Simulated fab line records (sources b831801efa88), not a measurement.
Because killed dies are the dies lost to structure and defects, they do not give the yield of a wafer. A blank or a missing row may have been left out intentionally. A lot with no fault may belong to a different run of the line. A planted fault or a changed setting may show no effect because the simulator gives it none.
Chamber matching + flow sky130 + SKY_VIA1_CMP_24 on cmp-02: 4 sister chambers
The step polishes, stops on SiO2, t overpolish 15 s, target thk 0 nm. 4 wafers are shown with their chamber, then 12 later ones without.

## WAFERS PAIRED WITH THEIR CHAMBERS
| wafer  | chamber | motorCurrentA (A) |
|--------|---------|-------------------|
| L088.2 | 0       | 10.8              |
| L089.5 | 1       | 10.5              |
| L091.5 | 3       | 13.2              |
| L091.6 | 2       | 12.3              |

## WAFERS MISSING THEIR CHAMBER
| wafer  | motorCurrentA (A) |
|--------|-------------------|
| L092.2 | 10.8              |
| L092.5 | 11.0              |
| L092.6 | 12.9              |
| L094.1 | 10.4              |
| L094.4 | 12.3              |
| L094.5 | 10.5              |
| L096.2 | 12.3              |
| L096.4 | 12.1              |
| L096.5 | 12.3              |
| L097.3 | 12.1              |
| L097.4 | 11.1              |
| L097.5 | 10.8              |

## THE CHAMBER EACH PASSED THROUGH
| wafer  | from the rows above     | in truth                   |
|--------|-------------------------|----------------------------|
| L092.2 | can't be placed: 0 or 1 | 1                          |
| L092.5 | can't be placed: 0 or 1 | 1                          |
| L092.6 | can't be placed: 3 or 2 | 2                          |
| L094.1 | can't be placed: 1 or 0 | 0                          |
| L094.4 | 2                       | 2                          |
| L094.5 | can't be placed: 1 or 0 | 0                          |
| L096.2 | 2                       | 2                          |
| L096.4 | 2                       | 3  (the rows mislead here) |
| L096.5 | 2                       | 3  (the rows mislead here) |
| L097.3 | 2                       | 2                          |
| L097.4 | can't be placed: 0 or 1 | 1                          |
| L097.5 | can't be placed: 0 or 1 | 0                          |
Placed correctly: 3 of 12. Can't be placed from these rows: 7 (the true chamber is among the candidates in 7). 2 placed wrongly.
How it was worked out, from the rows above alone: a wafer's distance from a chamber is the root of the sum, over the readings, of the square of ((its reading less the chamber's mean) divided by the reading's scatter). If the next closest chamber is less than 2 further off than the closest, the wafer can't be placed; otherwise it belongs to the closest. Each chamber's mean is taken over the wafers shown for it. The scatter (one wafer shown for each chamber): square how far every hidden wafer sits from the nearest shown wafer, average those squares and take the square root.
